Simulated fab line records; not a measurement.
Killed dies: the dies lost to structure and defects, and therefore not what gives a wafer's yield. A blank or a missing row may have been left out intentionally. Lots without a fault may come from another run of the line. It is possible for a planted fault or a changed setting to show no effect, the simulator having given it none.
Chamber matching :: flow sky130 :: 4 sister chambers for SKY_CONTACT_CMP_04 on cmp-02
The step polishes SiO2. 4 wafers are shown with their chamber, then 8 later ones without.

## WAFERS WITH THEIR CHAMBER
wafer: L149.1
chamber: 2
motor_current_A (A): 11.0

wafer: L152.2
chamber: 1
motor_current_A (A): 11.1

wafer: L152.4
chamber: 3
motor_current_A (A): 11.7

wafer: L158.3
chamber: 0
motor_current_A (A): 12.5

## WAFERS WITH NO CHAMBER GIVEN
wafer: L158.4
motor_current_A (A): 10.9

wafer: L158.5
motor_current_A (A): 11.6

wafer: L159.3
motor_current_A (A): 11.6

wafer: L159.4
motor_current_A (A): 13.2

wafer: L159.6
motor_current_A (A): 12.1

wafer: L162.1
motor_current_A (A): 12.1

wafer: L162.5
motor_current_A (A): 12.0

wafer: L162.6
motor_current_A (A): 13.1

## WHICH CHAMBER EACH ONE RAN IN
wafer: L158.4
from the rows above: can't be placed: 2 or 1 or 3
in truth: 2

wafer: L158.5
from the rows above: can't be placed: 3 or 1 or 2 or 0
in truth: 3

wafer: L159.3
from the rows above: can't be placed: 3 or 1 or 2 or 0
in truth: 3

wafer: L159.4
from the rows above: can't be placed: 0 or 3
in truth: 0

wafer: L159.6
from the rows above: can't be placed: 0 or 3 or 1 or 2
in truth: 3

wafer: L162.1
from the rows above: can't be placed: 0 or 3 or 1 or 2
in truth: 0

wafer: L162.5
from the rows above: can't be placed: 3 or 0 or 1 or 2
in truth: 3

wafer: L162.6
from the rows above: can't be placed: 0 or 3
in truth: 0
Correctly placed: 0 of 8. Unplaceable from these rows: 8, with the true chamber sitting among the candidates in 8. 0 placed wrongly.
How it was worked out, from the rows above alone: a wafer's distance from a chamber is the root of the sum, over the readings, of the square of ((its reading less the chamber's mean) divided by the reading's scatter). If the next closest chamber is less than 2 further off than the closest, the wafer can't be placed; otherwise it belongs to the closest. For every chamber, the mean is computed from those of its wafers that are shown. The scatter (one wafer shown for each chamber): square how far every hidden wafer sits from the nearest shown wafer, average those squares and take the square root.
